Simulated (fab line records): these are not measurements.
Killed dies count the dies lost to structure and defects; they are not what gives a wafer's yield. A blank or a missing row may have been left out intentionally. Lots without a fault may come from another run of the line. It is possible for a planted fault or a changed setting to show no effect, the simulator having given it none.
Struck lot and sound lot, side by side	flow sky130	16 out of 708 route steps
Sound: wafers L838.1, L838.3, L838.6. Struck: wafer L835.4 (left out: L835.2, a lot-mate that was not struck); the cause follows at the end.
At each step with rows: each side's tool, then ch and its chambers, then its first start. Under that, the readings that differ: sound wafers	struck wafers	difference of the means	sigmas: that difference in standard deviations of wafers without a fault.
alike: readings whose means differ by less than 2 such deviations, and words and numbers that are the same on both sides. not compared: withheld readings, readings that some wafer has no value for, bounds like >300 that may hide the same value, and numbers for which the record gives no deviation and whose values overlap.
A row with sigmas, a row that says differs or no value, or rows on one side alone: a step with any of these is where the two part. When numbers do not overlap yet have no deviation, they are printed without sigmas and do not part them. A reading missing from all wafers of one side parts the sides only when that side holds two or more wafers.

first, 2 steps without rows for these wafers: SKY_VT_ADJUST_LVTN_PEB_16; SKY_VT_ADJUST_LVTN_DEVELOP_17 (develop time 60 s).
SKY_VT_ADJUST_LVTN_OVL_MEAS_18:
  sound on overlay-01 at day 11 12:31; struck on overlay-02 at day 10 20:17
  alike: VT_ADJUST_LVTN_01_OVL
following that, these wafers have no rows for 1 step: SKY_VT_ADJUST_LVTN_IMPLANT_19.
SKY_VT_ADJUST_LVTN_STRIP_20: strips in O2/N2.
  sound on plasma asher-02 ch 0,1, day 11 12:42; struck on plasma asher-02 ch 1, day 10 20:28
  alike: drypump motor current A, oes product au, strip time to endpoint s
  not compared: rf hours counter h
SKY_VT_ADJUST_LVTN_TW_MEAS_21:
  sound on film metro-03 at day 11 12:48; struck on film metro-04 at day 10 20:35
  alike: VT_ADJUST_LVTN_2_TW
then, 6 steps without rows for these wafers: SKY_VT_ADJUST_NCORE_DEHYDRATE_00 (time 60 s); SKY_VT_ADJUST_NCORE_HMDS_01 (prime time 60 s); SKY_VT_ADJUST_NCORE_COAT_02 (resist thk 1140 nm); SKY_VT_ADJUST_NCORE_SOFTBAKE_03 (time 60 s); SKY_VT_ADJUST_NCORE_EXPOSE_04 (exposes mask LVTN COMPLEMENT THIN, target cd 380 nm); SKY_VT_ADJUST_NCORE_PEB_05.
SKY_VT_ADJUST_NCORE_DEVELOP_06: develop time 60 s.
  sound on litho track-04 ch 0, day 12 12:31; struck on litho track-01 ch 0, day 11 20:11
SKY_VT_ADJUST_NCORE_CD_MEAS_07 targets a cd of 380 nm.
  sound on cd sem-01 at day 12 12:40; struck on cd sem-01 at day 11 20:20
reading	sound	struck	difference	sigmas
cd nm (nm)	382.8 382.0 379.3	308.5	-72.9	-27
SKY_VT_ADJUST_NCORE_OVL_MEAS_08:
  sound on overlay-02 at day 12 12:47; struck on overlay-02 at day 11 20:26
  alike: VT_ADJUST_NCORE_OVL
following that, these wafers have no rows for 1 step: SKY_PAD_OPEN_PROBE_99.

## WHERE THEY PART
Only at SKY_VT_ADJUST_NCORE_CD_MEAS_07, within this record. Later steps at which nothing parts them and some readings are alike: SKY_VT_ADJUST_NCORE_OVL_MEAS_08.

WHY: whatever the simulator had introduced
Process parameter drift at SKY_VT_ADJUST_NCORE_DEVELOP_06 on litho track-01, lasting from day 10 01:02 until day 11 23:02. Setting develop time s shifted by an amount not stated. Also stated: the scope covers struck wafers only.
